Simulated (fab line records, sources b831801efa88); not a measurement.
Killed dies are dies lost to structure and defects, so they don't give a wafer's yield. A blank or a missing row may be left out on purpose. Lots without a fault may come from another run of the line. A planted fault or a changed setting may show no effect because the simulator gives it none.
A struck lot beside a sound one | flow sfq_line | 42 steps out of a route of 325
Sound: wafers L477.1, L477.3, L477.5. Struck: wafers L473.1, L473.2, L473.5. The cause comes at the end.
At each step with rows: each side's tool, then ch and its chambers, then its first start. Under that, the readings that differ: sound wafers | struck wafers | difference of the means | sigmas: that difference in standard deviations of wafers without a fault.
alike: readings whose means differ by less than 2 such deviations, and words and numbers that are the same on both sides. not compared: withheld readings, readings that some wafer has no value for, bounds like >300 that may hide the same value, and numbers for which the record gives no deviation and whose values overlap.
The two part at a step that has a row with sigmas, a row that says differs or no value, or rows on one side only. Numbers that don't overlap but have no deviation are shown without sigmas and don't part them. A reading that every wafer of one side lacks parts them only if that side has two wafers or more.

SFQ_TRILAYER_I4_VIA_BARC_OPEN_VIA_ETCH_146: etches BARC in O2, target depth 125 nm, time 41.7 s.
  sound on rie_diel-04 ch 2,3, day 62 05:14; struck on rie_diel-04 ch 0,2,3, day 61 03:55
  alike: bias_w, drypump_motor_current_A, oes_product_au
  not compared: rf_hours_counter_h
then, 1 step without rows for these wafers: SFQ_TRILAYER_I4_VIA_ETCH_VIA_ETCH_106 (etches SiO2 in CHF3, stops on Nb, target depth 260 nm).
SFQ_TRILAYER_I4_VIA_STRIP_STRIP_107: strips in O2.
  sound on rie_metal-04 ch 0, day 62 05:23; struck on rie_metal-01 ch 0,1, day 61 04:04
  alike: drypump_motor_current_A, oes_product_au
  not compared: rf_hours_counter_h
then, 6 steps without rows for these wafers: SFQ_TRILAYER_I4_VIA_STRIP_SOLV_CLEAN_108 (cleans in NMP, time 600 s); SFQ_TRILAYER_JJ_TRILAYER_DEP_PRE_CLEAN_113 (time 22.5 s); SFQ_TRILAYER_JJ_TRILAYER_DEP_SPUTTER_109 (material Nb, target thk 150 nm, time 100 s); SFQ_TRILAYER_JJ_TRILAYER_DEP_SPUTTER_110 (material Al, target thk 8 nm, time 10 s); SFQ_TRILAYER_JJ_TRILAYER_DEP_AL_OXIDATION_111 (oxidation time 600 s); SFQ_TRILAYER_JJ_TRILAYER_DEP_SPUTTER_112 (material Nb, target thk 170 nm, time 109.3 s).
SFQ_JJ_RS_MEAS_929: measures by four-point-probe.
  sound on film_metro-03, day 62 07:22; struck on film_metro-03, day 61 07:14
  alike: JJ_NB_RS
then, 1 step without rows for these wafers: SFQ_TRILAYER_JJ_CE_LITHO_COAT_119 (resist thk 62 nm).
SFQ_TRILAYER_JJ_CE_LITHO_COAT_114: resist thk 600 nm.
  sound on litho_track-03 ch 0, day 62 07:50; struck on litho_track-04 ch 0, day 61 07:43
  reading                                                | sound             | struck          | difference | sigmas
  model.KrF_of_TRILAYER_JJ_CE_LITHO_COAT_114.thk_nm (nm) | 602.2 601.4 600.6 | 467 467.7 466.1 | -134       |
then, 4 steps without rows for these wafers: SFQ_TRILAYER_JJ_CE_LITHO_SOFTBAKE_118; SFQ_TRILAYER_JJ_CE_LITHO_EXPOSE_115 (exposes mask J5, target cd 700 nm); SFQ_TRILAYER_JJ_CE_LITHO_PEB_117 (peb time 60 s); SFQ_TRILAYER_JJ_CE_LITHO_DEVELOP_116 (time 60 s).
-- the record jumps here: 5 days lie between the struck wafers' starts before and after --
SFQ_JJ_OVL_MEAS_931:
  sound on overlay-02, day 67 03:33; struck on overlay-01, day 66 09:05
  alike: J5_OVL
SFQ_TRILAYER_JJ_CE_METRO_MEASURE_117:
  sound on cd_sem-02, day 67 03:35; struck on cd_sem-02, day 66 10:29
  reading    | sound             | struck            | difference | sigmas
  cd_nm (nm) | 698.9 699.9 698.7 | 692.9 693.0 693.4 | -6.1       | -5
SFQ_TRILAYER_JJ_CE_BARC_OPEN_RIE_150: chemistry O2, target BARC, target depth 240 nm, time 80 s.
  sound on rie_metal-03 ch 0,1, day 67 04:47; struck on rie_metal-03 ch 0,1, day 66 16:25
  reading               | sound             | struck            | difference | sigmas
  oes_product_au (a.u.) | 0.526 0.533 0.537 | 0.547 0.543 0.538 | +0.011     | +2
  model.JJ.cd_nm (nm)   | 698.7 700.6 699.4 | 692.6 693.6 694.7 | -5.9       |
  alike: bias_w, drypump_motor_current_A
  not compared: rf_hours_counter_h
SFQ_TRILAYER_JJ_CE_ETCH_RIE_118: chemistry SF6, target Nb, stops on Al2O3, time 97.7 s, target depth 170 nm.
  sound on rie_metal-03 ch 0,1, day 67 04:53; struck on rie_metal-03 ch 0,1, day 66 16:30
  reading                                                | sound           | struck          | difference | sigmas
  model.KrF_of_TRILAYER_JJ_CE_LITHO_COAT_114.thk_nm (nm) | 478 478.2 477.8 | 342.5 344 342.6 | -135.0     |
  model.JJ.cd_nm (nm)                                    | 698.4 700.2 699 | 691.8 693 694.8 | -6.0       |
  alike: bias_w, drypump_motor_current_A, oes_product_au
  not compared: rf_hours_counter_h
then, 9 steps without rows for these wafers: SFQ_TRILAYER_JJ_ANODIZE_ANODIZE_119; SFQ_TRILAYER_JJ_CE_STRIP_STRIP_120 (strips in O2); SFQ_TRILAYER_JJ_CE_STRIP_SOLV_CLEAN_121 (cleans in NMP, time 600 s); SFQ_TRILAYER_M5_LITHO_COAT_128 (resist thk 62 nm); SFQ_TRILAYER_M5_LITHO_COAT_123 (resist thk 600 nm); SFQ_TRILAYER_M5_LITHO_SOFTBAKE_127; SFQ_TRILAYER_M5_LITHO_EXPOSE_124 (exposes mask M5, target cd 700 nm); SFQ_TRILAYER_M5_LITHO_PEB_126 (peb time 60 s); SFQ_TRILAYER_M5_LITHO_DEVELOP_125 (time 60 s).
SFQ_M5_OVL_MEAS_932:
  sound on overlay-02, day 71 05:47; struck on overlay-02, day 66 22:02
  alike: M5_OVL
then, 4 steps without rows for these wafers: SFQ_TRILAYER_M5_BARC_OPEN_METAL_ETCH_161 (etches BARC in O2, target depth 125 nm, time 41.7 s); SFQ_TRILAYER_M5_ETCH_METAL_ETCH_126 (etches Nb in Cl2/BCl3, stops on SiO2, time 203.2 s, target depth 265 nm); SFQ_TRILAYER_M5_STRIP_STRIP_127 (strips in O2); SFQ_TRILAYER_M5_STRIP_SOLV_CLEAN_128 (cleans in NMP, time 600 s).
SFQ_TRILAYER_A5B_DEP_PECVD_129: deposits SiO2 from SiH4/N2O, time 133.33 s, target thk 600 nm.
  sound on pecvd-01 ch 0,2, day 71 06:52; struck on pecvd-03 ch 0,1,2, day 66 23:22
  alike: heater_power_w, throttle_valve_pct
then, 1 step without rows for these wafers: SFQ_TRILAYER_A5B_CMP_CMP_130 (polishes, stops on Nb, target thk 340.7 nm).
SFQ_TRILAYER_A5B_METRO_MEASURE_131:
  sound on film_metro-01, day 71 14:09; struck on film_metro-02, day 67 02:28
  alike: thk_nm
then, 2 steps without rows for these wafers: SFQ_TRILAYER_R5_DEP_SPUTTER_132 (material Ti, target thk 5 nm, time 5 s); SFQ_TRILAYER_R5_DEP_SPUTTER_133 (material MoNx, target thk 40 nm, time 66.7 s).
SFQ_TRILAYER_R5_DEP_SPUTTER_134: material Ti, target thk 5 nm, time 5 s.
  sound on pvd_sputter-05, day 71 15:25; struck on pvd_sputter-05, day 67 10:53
  alike: throttle_valve_pct
SFQ_R5_RS_MEAS_933: measures by four-point-probe.
  sound on film_metro-02, day 71 15:26; struck on film_metro-04, day 67 10:55
  alike: R5_MONX_RS
-- the record jumps here: 16 days lie between the struck wafers' starts before and after (it left off in module R5 and takes up again in module M8, whose first step shown is number 325 of the route) --
SFQ_M8_BOW_MEAS_951:
  sound on film_metro-03, day 83 11:09; struck on film_metro-01, day 83 06:21
  reading                | sound                | struck              | difference | sigmas
  model.etest.jj.g_times | 0.9945 0.9997 0.9964 | 0.976 0.9793 0.9842 | -0.017     |
  alike: M8_BOW

WHERE THEY PART
First at SFQ_TRILAYER_JJ_CE_METRO_MEASURE_117; last, within this record, at SFQ_TRILAYER_JJ_CE_BARC_OPEN_RIE_150. Later steps at which nothing parts them and some readings are alike: SFQ_TRILAYER_JJ_CE_ETCH_RIE_118, SFQ_M5_OVL_MEAS_932, SFQ_TRILAYER_A5B_DEP_PECVD_129, SFQ_TRILAYER_A5B_METRO_MEASURE_131, SFQ_TRILAYER_R5_DEP_SPUTTER_134, SFQ_R5_RS_MEAS_933, SFQ_M8_BOW_MEAS_951.

WHY: what the simulator had put in
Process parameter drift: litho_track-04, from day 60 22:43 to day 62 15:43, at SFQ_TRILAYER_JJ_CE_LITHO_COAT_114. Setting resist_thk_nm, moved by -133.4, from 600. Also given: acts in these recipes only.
